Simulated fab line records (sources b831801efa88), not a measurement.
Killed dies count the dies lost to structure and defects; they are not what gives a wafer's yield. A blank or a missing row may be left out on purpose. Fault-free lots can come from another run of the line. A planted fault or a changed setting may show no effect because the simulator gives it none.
Split-lot experiment | flow sfq line | route with 325 steps; 5 lots, 23 wafers read

SPLIT DETAILS
At SFQ_TRILAYER_M1_DEP_SPUTTER_037 (material Nb, target thk 200 nm, time 133.3 s), the setting time s was moved away from the recipe's 133.3 s on 8 of the 23 wafers read, by -11.4% to +5.9%. For the rest of the wafers, this setting stayed at what the recipe calls for.

FROM THE SPLIT TO THE READING: what the file shows between them, 5 steps
- SFQ_M1_RS_MEAS_909: measures by four-point-probe
- SFQ_TRILAYER_M1_LITHO_COAT_039: resist thk 600 nm (also split here: spin rpm)
- SFQ_TRILAYER_M1_LITHO_SOFTBAKE_043
- SFQ_TRILAYER_M1_LITHO_EXPOSE_040: exposes mask M1, target cd 500 nm
- SFQ_TRILAYER_M1_BARC_OPEN_METAL_ETCH_054: etches BARC in O2, target depth 125 nm, time 41.7 s

THE READING
oes product au, in a.u., at SFQ_TRILAYER_M1_ETCH_METAL_ETCH_042 (etches Nb in Cl2/Ar, stops on SiO2, target depth 240 nm, time 120 s). Typical for fault-free wafers on this fab line: 0.890 a.u., with standard deviation 0.0064 a.u.

wafer  | tool, chamber at the split | time s as run, s | against the recipe | oes product au, a.u. | against lot-mates on the recipe
L074.1 | pvd sputter-06, -          | 133.3            | recipe             | 0.880                | -
L074.2 | pvd sputter-06, -          | 133.3            | recipe             | 0.891                | -
L074.4 | pvd sputter-06, -          | 133.3            | recipe             | 0.882                | -
L074.5 | pvd sputter-06, -          | 133.3            | recipe             | 0.886                | -
L074.6 | pvd sputter-06, -          | 133.3            | recipe             | 0.893                | -
L075.1 | pvd sputter-05, -          | 133.3            | recipe             | 0.889                | -
L075.3 | pvd sputter-05, -          | 133.3            | recipe             | 0.892                | -
L075.5 | pvd sputter-05, -          | 133.3            | recipe             | 0.891                | -
L077.2 | pvd sputter-05, -          | 133.3            | recipe             | 0.889                | -
L077.3 | pvd sputter-05, -          | 118.1            | -11.4%             | 0.825                | -0.065
L077.4 | pvd sputter-05, -          | 118.1            | -11.4%             | 0.828                | -0.062
L077.5 | pvd sputter-05, -          | 133.3            | recipe             | 0.895                | -
L077.6 | pvd sputter-05, -          | 133.3            | recipe             | 0.885                | -
L078.2 | pvd sputter-03, -          | 141.2            | +5.9%              | 0.927                | +0.038
L078.3 | pvd sputter-03, -          | 133.3            | recipe             | 0.888                | -
L078.4 | pvd sputter-03, -          | 133.3            | recipe             | 0.890                | -
L078.5 | pvd sputter-03, -          | 141.2            | +5.9%              | 0.940                | +0.051
L078.6 | pvd sputter-03, -          | 141.2            | +5.9%              | 0.927                | +0.038
L082.1 | pvd sputter-03, -          | 133.3            | recipe             | 0.890                | -
L082.2 | pvd sputter-03, -          | 120.6            | -9.5%              | 0.832                | -0.056
L082.3 | pvd sputter-03, -          | 133.3            | recipe             | 0.886                | -
L082.4 | pvd sputter-03, -          | 120.6            | -9.5%              | 0.850                | -0.038
L082.6 | pvd sputter-03, -          | 120.6            | -9.5%              | 0.837                | -0.051

THE FIT
A straight line over all 23 wafers: oes product au changes by +0.00571 a.u. for each +1% of time s; r = +0.98; the points scatter about the line by 0.0061 a.u.
The same after taking each lot's own level away (the mean of its wafers on the recipe; 23 wafers): +0.00571 a.u. for each +1%; r = +0.98; scatter 0.0058 a.u.
The reading moves by 0.065 a.u. for the largest change in time s, on that fit.
From 0.8864 to 0.8907 a.u.: that is the span of the lots' own levels, equal to 0.7 times the standard deviation above.
Hence the lot-to-lot level has little effect on the slope; both slopes agree.
Check: with one of the wafers moved furthest among these (-11.4%) left out of the fit, the line predicts -0.0627 a.u. for it against its lot-mates. Against them it came out at -0.0647 a.u.

OTHER SPLITS APPLIED TO THESE WAFERS
Note: prior to the reading, these wafers also went through further splits. Each is held against what the fit with the lots' levels taken away leaves over:
other split on the same wafers                 | wafers away from the commonest value | r with oes product au (lot level and that fit taken away)
SFQ_TRILAYER_INCOMING_OXIDATION_002 ox time s  | 15                                   | +0.06
SFQ_TRILAYER_L0_LITHO_COAT_010 spin rpm        | 11                                   | -0.24
SFQ_TRILAYER_L0_VIA_LITHO_EXPOSE_014 dose mj   | 8                                    | -0.40
SFQ_TRILAYER_M0_LITHO_COAT_026 resist thk nm   | 5                                    | -0.42
SFQ_TRILAYER_I0_CMP_CMP_028 leave above ref nm | 12                                   | +0.05
SFQ_TRILAYER_I0_VIA_LITHO_PEB_034 peb temp c   | 10                                   | -0.03
SFQ_TRILAYER_M1_LITHO_COAT_039 spin rpm        | 6                                    | -0.06

THE WHOLE CHAIN: every reading that the file lists as answering this split, in the file's order
step                                | what it does                                                        | reading                                                                                   | change (the file's fit)                   | r (the file's)
SFQ_TRILAYER_M1_DEP_SPUTTER_037     | material Nb, target thk 200 nm, time 133.3 s                        | Nb_of_TRILAYER_M1_DEP_SPUTTER_037.thk nm (the simulator's own value, which no gauge read) | +2.02 nm for each +1% of the setting      | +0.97
SFQ_M1_RS_MEAS_909                  | measures by four-point-probe                                        | M1_NB_RS                                                                                  | -0.0103 for each +1% of the setting       | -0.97
SFQ_TRILAYER_M1_ETCH_METAL_ETCH_042 | etches Nb in Cl2/Ar, stops on SiO2, target depth 240 nm, time 120 s | oes product au                                                                            | +0.00559 a.u. for each +1% of the setting | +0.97

THE FILE'S OWN FIT
oes product au changes by +0.00559 a.u. for each +1% of time s, r = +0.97.
